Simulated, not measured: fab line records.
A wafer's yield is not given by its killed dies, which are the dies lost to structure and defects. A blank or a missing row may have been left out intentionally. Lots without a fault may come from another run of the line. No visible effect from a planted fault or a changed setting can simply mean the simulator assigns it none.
fab line records	flow sky130
record lots=6	wafers=18	last-day=49
route steps=708 shown LDD_P@264 LDD_HVN@267 PAD_OPEN@708
lots that met no fault: taken from a fault-free run of the same line
start-h: start of the lot's first displayed wafer, in hours after the record's first day	wait-h: hours since the lot's step before	" identical to the entry in the row above	L1.1+2: a single row standing in for several wafers	- no value, or no start given	* or withheld: withheld	< > ~ a bound
route shown NAME@n: a module of which the file shows steps, and the number in the route of the first	usual: mean and standard deviation over wafers with no fault	same: alike in all rows	chamber/n: place in a boat	sites: per-site readings	_std_site: how widely they spread, as a standard deviation	_edge_site: outer sites' mean less inner sites'	radius-mm: how far each site lies from the wafer's centre	mask NAME#n: copy n	behind: the last tool/chamber to shape the wafer	hold: what put the lot on hold/how long, in hours/how the hold closed	device: the n, p or np transistor that did not switch	end of line: at the end of the route, the tests of the same wafers	a step without rows: its recipe alone	killed: dies that structure and defects cost at the first sort, which is not the same as the wafer's yield	map: a wafer's dies, marking killed ones x, the rest . and places with no die _
set.NAME: the setting the step ran with; set.NAME@STEP: the setting that earlier step ran with	model.NAME: the simulator's own value behind a step, which no gauge read
lots at some steps of the route; a table a step, a row a wafer
services: when a tool's chamber went out of use (start-h, in hours from the record's first day, below 0 if earlier), for how many hours, and the reason
## steps
# step SKY_LDD_P_IMPLANT_09
# recipe species=BF2	energy-kev=25	dose-cm2=1e+13	tilt-deg=withheld
# step SKY_LDD_P_STRIP_10
# recipe chemistry=O2/N2	power-w=1400	pressure-mtorr=1500	platen-temp-c=withheld	o2-flow-sccm=3000	n2-flow-sccm=300	overash-fraction=0.5
# usual drypump-motor-current-A=5.8/0.51	n2-flow-sccm=299.8/0.83	oes-product-au=0.716/0.0043	strip-time-to-endpoint-s=14.18/0.039
lot.wafer	tool	chamber	start-h	wait-h	drypump-motor-current-A	n2-flow-sccm	oes-product-au	rf-hours-counter-h	strip-time-to-endpoint-s
L519.1	plasma-asher-01	0	457.60	0.1	5.6	299.9	0.719	3	14.22
L519.3	"	0	"	"	5.6	300.0	0.710	-	14.20
L519.5	"	0	"	"	5.6	300.3	0.717	-	14.23
L525.2	plasma-asher-04	0	516.50	0.1	5.3	300.9	0.716	84	14.24
L525.5	"	0	"	"	5.3	298.8	0.718	-	14.23
L525.6	"	1	"	"	6.2	299.9	0.719	-	14.24
L527.1	plasma-asher-01	1	545.65	0.1	6.5	299.6	0.714	12	14.16
L527.2	"	0	"	"	5.6	301.2	0.713	12	14.18
L527.5	"	1	"	"	6.4	300.8	0.714	-	14.25
L530.2	plasma-asher-01	0	572.10	0.1	5.6	299.6	0.718	14	14.23
L530.4	"	0	"	"	5.6	300.0	0.713	-	14.14
L530.5	"	0	"	"	5.6	298.2	0.718	-	14.23
L537.3	plasma-asher-01	1	614.98	0.1	6.5	299.7	0.718	-	14.21
L537.4	"	0	"	"	5.6	300.7	0.722	-	14.21
L537.6	"	0	"	"	5.6	300.2	0.717	-	14.19
L538.3	plasma-asher-01	1	621.63	0.1	6.4	300.7	0.720	-	14.19
L538.5	"	0	"	"	5.6	299.7	0.724	-	14.20
L538.6	"	1	"	"	6.4	300.7	0.719	-	14.19
# step SKY_LDD_P_TW_MEAS_11
# usual LDD_P_TW=638/4.8
lot.wafer	tool	chamber	start-h	wait-h	LDD_P_TW
L519.1	film-metro-03	-	457.70	0.1	639
L519.3	"	-	"	"	642
L519.5	"	-	"	"	639
L525.2	film-metro-01	-	516.61	0.1	640
L525.5	"	-	"	"	639
L525.6	"	-	"	"	636
L527.1	film-metro-03	-	545.75	0.1	633
L527.2	"	-	"	"	633
L527.5	"	-	"	"	636
L530.2	film-metro-03	-	572.21	0.1	640
L530.4	"	-	"	"	641
L530.5	"	-	"	"	639
L537.3	film-metro-03	-	615.07	0.1	639
L537.4	"	-	"	"	638
L537.6	"	-	"	"	642
L538.3	film-metro-01	-	621.72	0.1	638
L538.5	"	-	"	"	637
L538.6	"	-	"	"	636
# step SKY_LDD_HVN_DEHYDRATE_00
# recipe temp-c=200	time-s=60
# step SKY_LDD_HVN_HMDS_01
# recipe prime-time-s=60	prime-temp-c=120
# step SKY_LDD_HVN_COAT_02
# recipe resist=NOVOLAK	spin-rpm=3000	resist-thk-nm=300
# step SKY_LDD_HVN_SOFTBAKE_03
# recipe temp-c=90	time-s=60	resist=NOVOLAK
# step SKY_LDD_HVN_EXPOSE_04
# recipe mask-id=HVNTM	na=0.6	source-shape=conventional	sigma-outer=0.6	polarization=unpolarized	target-cd-nm=700	dose-mj=127
# step SKY_LDD_HVN_PEB_05
# recipe temp-c=withheld	time-s=*	resist=NOVOLAK
# step SKY_LDD_HVN_DEVELOP_06
# recipe resist=NOVOLAK	developer=TMAH	develop-time-s=60	dev-temp-c=23
# step SKY_LDD_HVN_OVL_MEAS_07
# usual LDD_HVN_OVL=-0.5/1.5
lot.wafer	tool	chamber	start-h	wait-h	LDD_HVN_OVL[nm]
L519.1	overlay-01	-	488.04	0.1	-0.4
L519.3	"	-	"	"	-1.2
L519.5	"	-	"	"	-1.0
L525.2	overlay-01	-	546.44	0.1	-2.6
L525.5	"	-	"	"	-2.8
L525.6	"	-	"	"	-3.8
L527.1	overlay-01	-	574.67	0.1	1.6
L527.2	"	-	"	"	2.2
L527.5	"	-	"	"	3.4
L530.2	overlay-01	-	601.44	0.1	0.0
L530.4	"	-	"	"	-0.4
L530.5	"	-	"	"	0.3
L537.3	overlay-02	-	644.16	0.1	-0.7
L537.4	"	-	"	"	-0.1
L537.6	"	-	"	"	-1.3
L538.3	overlay-01	-	650.41	0.1	2.6
L538.5	"	-	"	"	0.4
L538.6	"	-	"	"	2.3
# step SKY_LDD_HVN_IMPLANT_08
# recipe species=P	energy-kev=60	dose-cm2=3e+13	tilt-deg=40
# step SKY_LDD_HVN_STRIP_09
# recipe chemistry=O2/N2	power-w=1400	pressure-mtorr=1500	platen-temp-c=withheld	o2-flow-sccm=3000	n2-flow-sccm=300	overash-fraction=0.5
# usual drypump-motor-current-A=5.9/0.51	n2-flow-sccm=300.0/0.87	oes-product-au=0.408/0.0047	strip-time-to-endpoint-s=4.132/0.014
lot.wafer	tool	chamber	start-h	wait-h	drypump-motor-current-A	n2-flow-sccm	oes-product-au	rf-hours-counter-h	strip-time-to-endpoint-s
L519.1	plasma-asher-04	0	488.23	0.1	5.3	300.0	0.417	81	4.139
L519.3	"	1	"	"	6.2	301.8	0.410	-	4.146
L519.5	"	0	"	"	5.3	300.7	0.414	-	4.126
L525.2	plasma-asher-01	1	546.62	0.1	6.4	239.2	0.406	12	4.152
L525.5	"	1	"	"	6.5	240.0	0.400	-	4.129
L525.6	"	0	"	"	5.6	238.2	0.416	-	4.153
L527.1	plasma-asher-01	0	574.85	0.1	5.6	238.9	0.410	14	4.132
L527.2	"	1	"	"	6.4	240.4	0.405	14	4.132
L527.5	"	0	"	"	5.6	241.3	0.408	-	4.144
L530.2	plasma-asher-04	0	601.62	0.1	5.3	300.0	0.411	92	4.141
L530.4	"	1	"	"	6.2	300.1	0.409	-	4.133
L530.5	"	1	"	"	6.2	299.5	0.413	-	4.151
L537.3	plasma-asher-01	0	644.36	0.1	5.6	300.7	0.404	-	4.125
L537.4	"	1	"	"	6.4	300.8	0.409	-	4.146
L537.6	"	0	"	"	5.6	299.1	0.408	-	4.133
L538.3	plasma-asher-01	1	650.61	0.1	6.4	299.0	0.406	-	4.150
L538.5	"	0	"	"	5.6	300.9	0.424	-	4.152
L538.6	"	1	"	"	6.4	299.7	0.408	-	4.160
# step SKY_LDD_HVN_TW_MEAS_10
# usual LDD_HVN_TW=1437/14
lot.wafer	tool	chamber	start-h	wait-h	LDD_HVN_TW
L519.1	film-metro-02	-	488.33	0.1	1414
L519.3	"	-	"	"	1412
L519.5	"	-	"	"	1410
L525.2	film-metro-01	-	546.73	0.1	1435
L525.5	"	-	"	"	1440
L525.6	"	-	"	"	1445
L527.1	film-metro-04	-	574.95	0.1	1445
L527.2	"	-	"	"	1439
L527.5	"	-	"	"	1438
L530.2	film-metro-01	-	601.73	0.1	1445
L530.4	"	-	"	"	1444
L530.5	"	-	"	"	1440
L537.3	film-metro-01	-	644.45	0.1	1452
L537.4	"	-	"	"	1439
L537.6	"	-	"	"	1449
L538.3	film-metro-02	-	650.70	0.1	1417
L538.5	"	-	"	"	1417
L538.6	"	-	"	"	1413
# step SKY_PAD_OPEN_PROBE_99
# usual killed_at_M0_to_M3=43/6.8	killed_at_M4_up=2.9/1.7	killed-at-contacts=24/5.4	killed-at-front-end=15/4.8	killed-at-other=0.3/0.57	killed-dies=85/9.4	killed-on-rim=16/4	killed-open=47/7.5	killed-short=38/5.7
# same gross-dies=492	killed-at-back-side=0
lot.wafer	tool	chamber	start-h	wait-h	killed_at_M0_to_M3	killed_at_M4_up	killed-at-contacts	killed-at-front-end	killed-at-other	killed-dies	killed-on-rim	killed-open	killed-short
L519.1	prober-02	-	1084.69	0.1	33	2	20	16	0	71	13	41	30
L519.3	prober-02	-	1084.79	0.2	36	2	21	34	0	93	18	43	50
L519.5	prober-02	-	1084.89	0.2	31	1	27	22	1	82	15	50	32
L525.2	prober-02	-	1126.20	0.1	48	1	22	16	1	88	17	43	45
L525.5	prober-02	-	1126.35	0.2	53	2	19	19	0	93	23	52	41
L525.6	prober-02	-	1126.40	0.2	40	4	20	18	0	82	13	45	37
L527.1	prober-02	-	1141.59	0.1	41	3	16	15	0	75	12	44	31
L527.2	prober-02	-	1141.64	0.1	34	2	29	16	0	81	21	44	37
L527.5	prober-02	-	1141.79	0.2	42	1	33	14	0	90	11	63	27
L530.2	prober-01	-	1154.77	0.1	52	6	21	14	0	93	21	43	50
L530.4	prober-01	-	1154.87	0.2	46	5	24	19	0	94	27	58	36
L530.5	prober-01	-	1154.92	0.2	42	2	21	16	2	83	16	51	32
L537.3	prober-02	-	1182.86	0.2	43	1	25	15	0	84	15	51	33
L537.4	prober-02	-	1182.91	0.2	35	0	24	13	1	73	19	46	27
L537.6	prober-02	-	1183.01	0.2	43	5	27	19	0	94	17	53	41
L538.3	prober-01	-	1184.68	0.2	41	4	21	18	0	84	20	47	37
L538.5	prober-01	-	1184.78	0.2	46	5	22	24	2	99	20	56	43
L538.6	prober-01	-	1184.83	0.2	43	3	24	20	0	90	17	56	34
# killed by level:class
L519.1 VIA3:geometric-particle:open=8 VIA1:geometric-particle:open=7 LI_CONTACT:geometric-particle:open=7 CONTACT:geometric-particle:short=6 CONTACT:geometric-particle:open=6 FIELD_ISO:geometric-particle:short=5 POLY_GATE:geometric-particle:short=4 METAL1:geometric-particle:short=4
L519.3 POLY_GATE:geometric-particle:short=8 LOCAL_INTERCONNECT:geometric-particle:short=8 VIA1:geometric-particle:open=8 VIA3:geometric-particle:open=7 FIELD_ISO:geometric-particle:short=6 FIELD_ISO:geometric-particle:open=6 POLY_GATE:geometric-particle:open=6 LI_CONTACT:geometric-particle:open=5
L519.5 CONTACT:geometric-particle:open=10 POLY_GATE:geometric-particle:open=8 VIA2:geometric-particle:open=8 VIA1:geometric-particle:open=6 LI_CONTACT:geometric-particle:open=5 LOCAL_INTERCONNECT:geometric-particle:short=5 METAL2:geometric-particle:short=5 FIELD_ISO:geometric-particle:open=4
L525.2 VIA3:geometric-particle:open=9 VIA3:geometric-particle:short=9 CONTACT:geometric-particle:open=8 METAL2:geometric-particle:short=8 LI_CONTACT:geometric-particle:open=5 VIA1:geometric-particle:open=5 FIELD_ISO:geometric-particle:short=4 POLY_GATE:geometric-particle:open=4
L525.5 VIA1:geometric-particle:open=13 CONTACT:geometric-particle:open=9 METAL2:geometric-particle:short=9 VIA2:geometric-particle:open=8 VIA3:geometric-particle:open=7 LOCAL_INTERCONNECT:geometric-particle:short=5 POLY_GATE:geometric-particle:short=4 VIA2:geometric-particle:short=4
L525.6 VIA1:geometric-particle:open=9 VIA3:geometric-particle:open=8 VIA2:geometric-particle:open=7 CONTACT:geometric-particle:open=7 CONTACT:geometric-particle:short=6 FIELD_ISO:geometric-particle:open=5 VIA2:geometric-particle:short=5 POLY_GATE:geometric-particle:short=4
L527.1 CONTACT:geometric-particle:open=10 VIA1:geometric-particle:open=9 VIA3:geometric-particle:open=6 VIA3:geometric-particle:short=5 FIELD_ISO:geometric-particle:open=4 METAL1:geometric-particle:short=4 VIA2:geometric-particle:short=4 VIA2:geometric-particle:open=4
L527.2 VIA1:geometric-particle:open=15 CONTACT:geometric-particle:short=9 CONTACT:geometric-particle:open=8 FIELD_ISO:geometric-particle:short=5 POLY_GATE:geometric-particle:short=5 LI_CONTACT:geometric-particle:open=5 LOCAL_INTERCONNECT:geometric-particle:short=5 VIA3:geometric-particle:open=5
L527.5 LI_CONTACT:geometric-particle:open=14 VIA1:geometric-particle:open=11 CONTACT:geometric-particle:open=10 VIA3:geometric-particle:open=10 CONTACT:geometric-particle:short=7 FIELD_ISO:geometric-particle:open=6 VIA2:geometric-particle:open=5 VIA1:geometric-particle:short=4
L530.2 CONTACT:geometric-particle:open=9 VIA2:geometric-particle:open=9 METAL1:geometric-particle:short=8 VIA1:geometric-particle:short=6 VIA1:geometric-particle:open=6 VIA3:geometric-particle:open=6 FIELD_ISO:geometric-particle:open=5 METAL2:geometric-particle:short=5
L530.4 VIA2:geometric-particle:open=13 CONTACT:geometric-particle:open=10 FIELD_ISO:geometric-particle:open=7 LI_CONTACT:geometric-particle:open=7 METAL1:geometric-particle:short=7 VIA3:geometric-particle:open=7 VIA1:geometric-particle:open=6 VIA1:geometric-particle:short=5
L530.5 VIA1:geometric-particle:open=11 LI_CONTACT:geometric-particle:open=9 VIA2:geometric-particle:open=9 METAL1:geometric-particle:short=7 CONTACT:geometric-particle:open=6 VIA3:geometric-particle:open=6 FIELD_ISO:geometric-particle:short=5 FIELD_ISO:geometric-particle:open=3
L537.3 VIA1:geometric-particle:open=10 METAL1:geometric-particle:short=9 CONTACT:geometric-particle:open=8 LI_CONTACT:geometric-particle:open=8 VIA3:geometric-particle:open=6 FIELD_ISO:geometric-particle:open=5 VIA2:geometric-particle:open=5 FIELD_ISO:geometric-particle:short=4
L537.4 LI_CONTACT:geometric-particle:open=10 METAL1:geometric-particle:short=7 VIA1:geometric-particle:open=7 CONTACT:geometric-particle:open=6 POLY_GATE:geometric-particle:open=4 CONTACT:geometric-particle:short=4 VIA2:geometric-particle:open=4 VIA3:geometric-particle:open=4
L537.6 CONTACT:geometric-particle:open=12 VIA1:geometric-particle:open=10 FIELD_ISO:geometric-particle:short=9 LI_CONTACT:geometric-particle:open=7 VIA3:geometric-particle:open=7 VIA2:geometric-particle:open=6 METAL1:geometric-particle:short=6 FIELD_ISO:geometric-particle:open=4
L538.3 VIA1:geometric-particle:open=11 FIELD_ISO:geometric-particle:open=8 CONTACT:geometric-particle:open=8 VIA2:geometric-particle:open=7 FIELD_ISO:geometric-particle:short=6 METAL2:geometric-particle:short=6 LI_CONTACT:geometric-particle:open=5 METAL1:geometric-particle:short=5
L538.5 VIA3:geometric-particle:open=9 VIA1:geometric-particle:open=9 METAL2:geometric-particle:short=7 CONTACT:geometric-particle:open=7 LI_CONTACT:geometric-particle:open=6 FIELD_ISO:geometric-particle:short=5 CONTACT:geometric-particle:short=5 METAL1:geometric-particle:short=5
L538.6 VIA1:geometric-particle:open=10 LI_CONTACT:geometric-particle:open=9 FIELD_ISO:geometric-particle:open=8 CONTACT:geometric-particle:open=7 VIA3:geometric-particle:open=7 METAL2:geometric-particle:short=6 FIELD_ISO:geometric-particle:short=5 VIA1:geometric-particle:short=5
## services
tool	chamber	start-h	hours	kind
plasma-asher-01	-	496.61	2.7	repair
plasma-asher-01	-	639.51	1.0	repair
plasma-asher-04	-	646.20	2.3	repair
## key
first-sign step=SKY_LDD_HVN_STRIP_09	reading=n2-flow-sccm	direction=down	sigmas=69	usual=300.0	struck=239.6
effect none on later readings
met-at SKY_LDD_HVN_STRIP_09
struck-wafers L525.2,L525.5,L525.6,L527.1,L527.2,L527.5
tester-left-out L525,L527
fault kind=process-parameter-drift	tool=plasma-asher-01	chamber=-	onset-h=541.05	steps=SKY_LDD_HVN_STRIP_09	channel=n2-flow-sccm	offset=-60	shape=step	end-h=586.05	acts-in=these-recipes-only	stated=300
# tester-left-out: of these lots the tester's yield and bins aren't shown, on N5 and GAA mostly nor the transistor test; their killed dies are dies lost to structure and defects alone, not to doping, threshold or leakage, so they don't give the yield
